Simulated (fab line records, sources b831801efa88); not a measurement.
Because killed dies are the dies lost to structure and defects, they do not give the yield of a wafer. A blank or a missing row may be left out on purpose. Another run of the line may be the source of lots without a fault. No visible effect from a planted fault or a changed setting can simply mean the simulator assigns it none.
Problem report, 8D (eight disciplines) form, completed by code | flow sky130 | the parts of the form that need people (team, actions taken, sign-off) are left out

## 1. THE ISSUE
Wafers free of any fault read 1353 (standard deviation 8.5) for VT_ADJUST_HVTP_TW at SKY_VT_ADJUST_HVTP_TW_MEAS_11, against a mean of 1400 on 9 wafers of 3 lots. That is +5.6 standard deviations from the usual mean.
Seen first at day 9 00:47 on filmMetro-03, wafer L389.2. Wafers with a number at this step in the record: 36, from 12 lots. By rule, "out" or "out of limits" means more than 4 standard deviations away from the usual mean. All remaining wafers that have a number are taken as sound.

## 2. WHAT THIS IS AND IS NOT
question                    | is                         | is not
which readings at this step | VT_ADJUST_HVTP_TW          | -
which lots                  | L389, L390, L391           | L377, L380, L384, L394, L395, L396, L397, L399, L400
which wafers of those lots  | all that have a number     | -
read on which gauges        | filmMetro-01, filmMetro-03 | filmMetro-04
when                        | from day 9 00:47           | up to then (9 sound wafers); but 18 sound wafers of L394, L395, L396, L397, L399, L400 came after

## 3. THE SUSPECTS, EACH WITH WHAT RULES IT OUT
Counting: a tool at any process step up to the reading remains a suspect when it ran all the lots that are out and ran no sound lot after the first of those.
- the gauge at SKY_VT_ADJUST_HVTP_TW_MEAS_11 is ruled out. 2 gauges (filmMetro-01, filmMetro-03) read the wafers that are out.
- implanter-01 at SKY_VT_ADJUST_HVTP_IMPLANT_09: kept. It processed each lot that is out, first L389 at day 9 00:34, and no sound lot thereafter; up to then, the last sound lot it processed was L384 at day 8 01:58. On those wafers its own readings are out: beamEnergyKeV.
Remaining after the count: implanter-01 at SKY_VT_ADJUST_HVTP_IMPLANT_09.

## 4. THE CAUSE (what the simulator had put in)
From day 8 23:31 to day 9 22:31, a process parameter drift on implanter-01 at SKY_VT_ADJUST_HVTP_IMPLANT_09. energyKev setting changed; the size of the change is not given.
Only this tool survived the counting.

## 5. THE EFFECT CHAIN, in route order
Each row: a reading whose mean over the struck wafers that have a number lies more than 3 standard deviations from the usual. Readings are gone through only where the record gives a usual standard deviation; hours: the median, over the lots, of the time from a lot's start at the first step in this table giving one to that lot's start at this step; sigmas: the change measured in usual standard deviations.
hours | step                          | reading           | usual  | on struck wafers | change | sigmas
0     | SKY_VT_ADJUST_HVTP_IMPLANT_09 | beamEnergyKeV     | 150.00 | 172.52           | +22.52 | +99 or more
0     | SKY_VT_ADJUST_HVTP_TW_MEAS_11 | VT_ADJUST_HVTP_TW | 1353   | 1400             | +47    | +5.6
Here are the process steps it includes:
- SKY_VT_ADJUST_HVTP_IMPLANT_09

## 6. WHAT WOULD HAVE CAUGHT IT SOONER
In this record the first reading out of limits at a measuring or inspecting step was taken at day 9 00:47, 1 hour after the fault began at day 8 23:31.
At SKY_VT_ADJUST_HVTP_IMPLANT_09, the tool's own readings (beamEnergyKeV) were out on each struck wafer the step has a row for, so an alarm limit on them would have fired on the first such wafer.
L390, L391, from the lots that are out (3), started SKY_VT_ADJUST_HVTP_IMPLANT_09 on implanter-01 later than day 9 00:47. A hold on the tool at that time would have spared those 2.
